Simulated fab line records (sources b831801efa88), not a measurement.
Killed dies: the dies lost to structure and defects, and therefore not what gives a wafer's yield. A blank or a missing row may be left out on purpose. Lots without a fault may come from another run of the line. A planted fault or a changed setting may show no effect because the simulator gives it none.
A struck lot beside a sound one ; flow sky130 ; 36 steps out of a route of 708
Sound: wafers L677.1, L677.4, L677.6. The struck wafers were L686.1, L686.3, L686.6. The cause comes at the end.
At each step with rows: each side's tool, then ch and its chambers, then its first start. Under that, the readings that differ: sound wafers ; struck wafers ; difference of the means ; sigmas: that difference in standard deviations of wafers without a fault.
alike: words and numbers the same on both sides, and readings whose means are apart by under 2 such deviations; not compared: readings that were withheld, readings missing a value for some wafer, numbers with overlapping values and no deviation given by the record, and bounds like >300 which may hide the same value.
Wherever a step has rows on one side only, a row that says differs or no value, or a row with sigmas, the two part there. When numbers do not overlap yet have no deviation, they are printed without sigmas and do not part them. Lack of a reading on every wafer of one side parts them only where that side has two or more wafers.

first, 10 steps without rows for these wafers: SKY_POLY_CUT_ETCH_10 (etches BARC in N2/H2, stops on SiO2, time 45.9 s, target depth 60 nm); SKY_POLY_CUT_ETCH_11 (etches Si3N4 in CF4/CH2F2/Ar, stops on poly-Si, time 42.5 s, target depth 60 nm); SKY_POLY_CUT_STRIP_12 (strips in O2/N2); SKY_SD_P_DEHYDRATE_00 (time 60 s); SKY_SD_P_HMDS_01 (prime time 60 s); SKY_SD_P_COAT_02 (resist thk 1140 nm); SKY_SD_P_SOFTBAKE_03 (time 60 s); SKY_SD_P_EXPOSE_04 (exposes mask PSDM, target cd 380 nm); SKY_SD_P_PEB_05; SKY_SD_P_DEVELOP_06 (develop time 60 s).
SKY_SD_P_IMPLANT_09:
  sound on implanter-02 ch 0, day 27 02:26; struck on implanter-02 ch 0, day 30 11:41
reading;sound;struck;difference;sigmas
beam_on_s (s);14.6 14.5 14.2;11.7 11.6 11.8;-2.7;-2
faraday_current_uA;11250 11359 11622;13992 14107 13821;+2563;+3
  alike: dose_ions_cm2, tilt_deg
SKY_SD_P_STRIP_10: strips in O2/N2.
  sound on plasma_asher-02 ch 0,1, day 27 02:35; struck on plasma_asher-03 ch 0,1, day 30 11:50
reading;sound;struck;difference;sigmas
oes_product_au (a.u.);0.609 0.622 0.619;0.624 0.627 0.632;+0.011;+2
strip_time_to_endpoint_s (s);17.52 17.55 17.58;17.06 17.05 17.09;-0.48;-10
  alike: drypump_motor_current_A
  not compared: rf_hours_counter_h
SKY_SD_P_TW_MEAS_11:
  sound: film_metro-03 at day 27 02:41; struck: film_metro-04 at day 30 11:56
reading;sound;struck;difference;sigmas
SD_P_TW;2810 2811 2820;2701 2700 2704;-112;-9
then, 21 steps without rows for these wafers: SKY_RES_XHIGH_DEHYDRATE_00 (time 60 s); SKY_RES_XHIGH_HMDS_01 (prime time 60 s); SKY_RES_XHIGH_COAT_02 (resist thk 1140 nm); SKY_RES_XHIGH_SOFTBAKE_03 (time 60 s); SKY_RES_XHIGH_EXPOSE_04 (exposes mask URPM, target cd 1270 nm); SKY_RES_XHIGH_PEB_05; SKY_RES_XHIGH_DEVELOP_06 (develop time 60 s); SKY_RES_XHIGH_IMPLANT_07; SKY_RES_XHIGH_STRIP_08 (strips in O2/N2); SKY_SD_N_DEHYDRATE_00 (time 60 s); SKY_SD_N_HMDS_01 (prime time 60 s); SKY_SD_N_COAT_02 (resist thk 1140 nm); SKY_SD_N_SOFTBAKE_03 (time 60 s); SKY_SD_N_EXPOSE_04 (exposes mask NSDM, target cd 380 nm); SKY_SD_N_PEB_05; SKY_SD_N_DEVELOP_06 (develop time 60 s); SKY_SD_N_IMPLANT_09; SKY_SD_N_IMPLANT_10; SKY_SD_N_STRIP_11 (strips in O2/N2); SKY_SD_N_CLEAN_13 (cleans in SC1/SC2, time 150 s); SKY_SD_N_RTA_14 (time 2 s).
-- the record jumps here: 2 days lie between the struck wafers' starts before and after --
SKY_SD_N_RS_MEAS_17: a four-point-probe measurement.
  sound: film_metro-04 at day 29 11:27; struck: film_metro-03 at day 32 19:28
reading;sound;struck;difference;sigmas
SD_P_RS (ohm/sq);146.7 146.8 146.9;150.7 151.3 150.7;+4.1;+11
-- here the record skips 16 days between the struck wafers' starts before and after, leaving off in module SD_N and picking up in module PAD_OPEN (first step shown: number 708 of the route) --
SKY_PAD_OPEN_PROBE_99:
  sound: prober-02 at day 46 22:25; struck: prober-02 at day 49 02:28
reading;sound;struck;difference;sigmas
model.etest.res_high_po.line_ohm_um;739.8 735.7 733.8;854.6 879.5 870.5;+131.8;
model.etest.licon_high_po.rc_ohm;344 355 359.7;481.3 488.6 487.9;+133.0;
model.etest.res_pdiff.line_ohm_um;1354 1377 1369;1433 1437 1431;+67;
model.etest.licon_pdiff.rc_ohm;583.1 605.5 593.1;670.1 629.5 649.5;+55.8;
model.etest.res_high_po.rs_ohm_sq;256.6 255.5 255.2;300 304.8 304.2;+47;
model.etest.res_pdiff_hv.rs_ohm_sq;190.9 191.4 192.1;201.4 201 200;+9.3;
model.etest.res_pdiff.rs_ohm_sq;197.7 197.8 197;205.4 207 205.3;+8.4;
  alike: killed_at_M0_to_M3, killed_at_M4_up, killed_at_contacts, killed_at_front_end, killed_at_other, killed_dies, killed_open, killed_short

WHERE THEY PART
Earliest at SKY_SD_P_IMPLANT_09; latest, in this record, at SKY_SD_N_RS_MEAS_17. Later steps at which nothing parts them and some readings are alike: SKY_PAD_OPEN_PROBE_99.

WHY: what had been put in by the simulator
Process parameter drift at SKY_SD_P_IMPLANT_09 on implanter-02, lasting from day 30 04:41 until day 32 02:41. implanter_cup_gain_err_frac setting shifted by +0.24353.
